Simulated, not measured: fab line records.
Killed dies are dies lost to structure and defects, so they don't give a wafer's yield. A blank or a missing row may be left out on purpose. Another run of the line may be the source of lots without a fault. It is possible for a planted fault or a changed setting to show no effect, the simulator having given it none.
Matching of chambers ; flow gf180mcu ; GF_V4_CVD_02 on pecvd-04 has 3 sister chambers
The step deposits SiO2 from TEOS, target thk 850 nm, time 94.851 s. 16 wafers are shown with their chamber, then 8 later ones without.

WAFERS PAIRED WITH THEIR CHAMBERS
wafer;chamber;heater power w (W);rf fwd power W (W)
L074.1;2;696;593.6
L074.2;0;630;596.9
L074.4;1;524;596.2
L078.1;0;656;598.7
L078.3;2;588;596.3
L078.4;1;569;595.8
L084.1;0;578;594.6
L084.4;1;602;598.7
L084.6;0;630;598.9
L085.1;0;616;601.0
L085.5;0;638;598.1
L085.6;2;619;598.5
L087.2;0;540;596.9
L087.5;1;623;598.5
L087.6;2;629;594.5
L092.2;0;641;597.6

SIGNATURES (means of the wafers above)
reading;chamber 0;chamber 1;chamber 2;scatter within a chamber
heater power w;616.12;579.50;633.00;41.2
rf fwd power W;597.837;597.300;595.725;1.86
Rule: distance of a wafer from a chamber = root of the sum over the readings of ((wafer's reading minus chamber's mean) / reading's scatter) squared. The wafer belongs to the nearest chamber; if the next one is less than 2 further off, it can't be placed. How the scatter is found: for the shown wafers, subtract from each reading the mean of its chamber, square and add these, divide the total by (wafers less chambers), then take the root.

WAFERS WITHOUT THEIR CHAMBER
wafer;heater power w (W);rf fwd power W (W)
L092.3;743;594.7
L092.6;668;599.5
L096.2;596;596.5
L096.5;503;593.1
L096.6;634;597.1
L097.1;628;594.2
L097.2;642;596.4
L097.3;638;596.0

EACH ONE'S CHAMBER
wafer;from the rows above;in truth
L092.3;can't be placed: 2 or 0 or 1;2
L092.6;can't be placed: 0 or 2 or 1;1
L096.2;can't be placed: 1 or 0 or 2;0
L096.5;can't be placed: 1 or 2 or 0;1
L096.6;can't be placed: 0 or 2 or 1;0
L097.1;can't be placed: 2 or 0 or 1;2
L097.2;can't be placed: 2 or 0 or 1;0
L097.3;can't be placed: 2 or 0 or 1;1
0 of 8 placed correctly. Can't be placed from these rows: 8 (the true chamber is among the candidates in 8). Placed wrongly: 0.
